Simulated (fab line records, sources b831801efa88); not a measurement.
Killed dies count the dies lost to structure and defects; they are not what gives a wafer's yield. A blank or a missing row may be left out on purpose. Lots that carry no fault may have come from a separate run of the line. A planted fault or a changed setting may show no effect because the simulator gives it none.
Matching of chambers || flow gf180mcu || GF_CONTACT_ETCH_16 on rie-diel-01: 4 sister chambers
The step etches BARC in N2/H2. 14 wafers are shown with their chamber, then 7 later ones without.

== WAFERS, EACH WITH ITS CHAMBER ==
{"wafer": "L299.1", "chamber": 3, "drypump-motor-current-A (A)": 6.8, "oes-product-au (a.u.)": 0.853, "h2-flow-sccm (sccm)": 199.3}
{"wafer": "L299.3", "chamber": 2, "drypump-motor-current-A (A)": 5.0, "oes-product-au (a.u.)": 0.860, "h2-flow-sccm (sccm)": 199.9}
{"wafer": "L299.4", "chamber": 0, "drypump-motor-current-A (A)": 5.8, "oes-product-au (a.u.)": 0.858, "h2-flow-sccm (sccm)": 200.1}
{"wafer": "L302.1", "chamber": 1, "drypump-motor-current-A (A)": 5.9, "oes-product-au (a.u.)": 0.850, "h2-flow-sccm (sccm)": 199.3}
{"wafer": "L302.5", "chamber": 2, "drypump-motor-current-A (A)": 5.0, "oes-product-au (a.u.)": 0.857, "h2-flow-sccm (sccm)": 199.8}
{"wafer": "L302.6", "chamber": 3, "drypump-motor-current-A (A)": 6.8, "oes-product-au (a.u.)": 0.855, "h2-flow-sccm (sccm)": 200.1}
{"wafer": "L304.2", "chamber": 2, "drypump-motor-current-A (A)": 5.0, "oes-product-au (a.u.)": 0.862, "h2-flow-sccm (sccm)": 200.3}
{"wafer": "L304.3", "chamber": 0, "drypump-motor-current-A (A)": 5.9, "oes-product-au (a.u.)": 0.855, "h2-flow-sccm (sccm)": 200.8}
{"wafer": "L304.4", "chamber": 1, "drypump-motor-current-A (A)": 6.0, "oes-product-au (a.u.)": 0.851, "h2-flow-sccm (sccm)": 199.9}
{"wafer": "L306.2", "chamber": 3, "drypump-motor-current-A (A)": 6.8, "oes-product-au (a.u.)": 0.861, "h2-flow-sccm (sccm)": 199.6}
{"wafer": "L306.4", "chamber": 0, "drypump-motor-current-A (A)": 5.8, "oes-product-au (a.u.)": 0.854, "h2-flow-sccm (sccm)": 199.8}
{"wafer": "L306.6", "chamber": 3, "drypump-motor-current-A (A)": 6.7, "oes-product-au (a.u.)": 0.853, "h2-flow-sccm (sccm)": 200.3}
{"wafer": "L308.2", "chamber": 2, "drypump-motor-current-A (A)": 5.0, "oes-product-au (a.u.)": 0.858, "h2-flow-sccm (sccm)": 199.8}
{"wafer": "L308.4", "chamber": 1, "drypump-motor-current-A (A)": 5.9, "oes-product-au (a.u.)": 0.854, "h2-flow-sccm (sccm)": 200.0}

SIGNATURES (means of the wafers above)
{"reading": "drypump-motor-current-A", "chamber 0": 5.833, "chamber 1": 5.933, "chamber 2": 5.000, "chamber 3": 6.775, "scatter within a chamber": 0.0456}
{"reading": "oes-product-au", "chamber 0": 0.85567, "chamber 1": 0.85167, "chamber 2": 0.85925, "chamber 3": 0.85550, "scatter within a chamber": 0.00274}
{"reading": "h2-flow-sccm", "chamber 0": 200.233, "chamber 1": 199.733, "chamber 2": 199.950, "chamber 3": 199.825, "scatter within a chamber": 0.401}
Rule: a wafer's distance from a chamber is the root of the sum, over the readings, of the square of ((its reading less the chamber's mean) divided by the reading's scatter). The wafer belongs to the nearest chamber; if the next one is less than 2 further off, it can't be placed. How the scatter is found: for the shown wafers, subtract from each reading the mean of its chamber, square and add these, divide the total by (wafers less chambers), then take the root.

== WAFERS WITH NO CHAMBER GIVEN ==
{"wafer": "L308.6", "drypump-motor-current-A (A)": 5.9, "oes-product-au (a.u.)": 0.847, "h2-flow-sccm (sccm)": 200.6}
{"wafer": "L312.2", "drypump-motor-current-A (A)": 6.8, "oes-product-au (a.u.)": 0.856, "h2-flow-sccm (sccm)": 199.9}
{"wafer": "L312.3", "drypump-motor-current-A (A)": 5.0, "oes-product-au (a.u.)": 0.862, "h2-flow-sccm (sccm)": 199.9}
{"wafer": "L312.5", "drypump-motor-current-A (A)": 6.8, "oes-product-au (a.u.)": 0.852, "h2-flow-sccm (sccm)": 199.8}
{"wafer": "L322.2", "drypump-motor-current-A (A)": 5.9, "oes-product-au (a.u.)": 0.855, "h2-flow-sccm (sccm)": 200.3}
{"wafer": "L322.4", "drypump-motor-current-A (A)": 6.8, "oes-product-au (a.u.)": 0.858, "h2-flow-sccm (sccm)": 200.4}
{"wafer": "L322.5", "drypump-motor-current-A (A)": 6.8, "oes-product-au (a.u.)": 0.853, "h2-flow-sccm (sccm)": 200.9}

== CHAMBER TAKEN BY EACH ==
{"wafer": "L308.6", "from the rows above": "can't be placed: 1 or 0", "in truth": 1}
{"wafer": "L312.2", "from the rows above": 3, "in truth": 3}
{"wafer": "L312.3", "from the rows above": 2, "in truth": 2}
{"wafer": "L312.5", "from the rows above": 3, "in truth": 3}
{"wafer": "L322.2", "from the rows above": "can't be placed: 0 or 1", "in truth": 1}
{"wafer": "L322.4", "from the rows above": 3, "in truth": 3}
{"wafer": "L322.5", "from the rows above": 3, "in truth": 3}
5 of 7 placed correctly. These rows do not allow placing 2 (true chamber among the candidates in 2). Placed wrongly: 0.
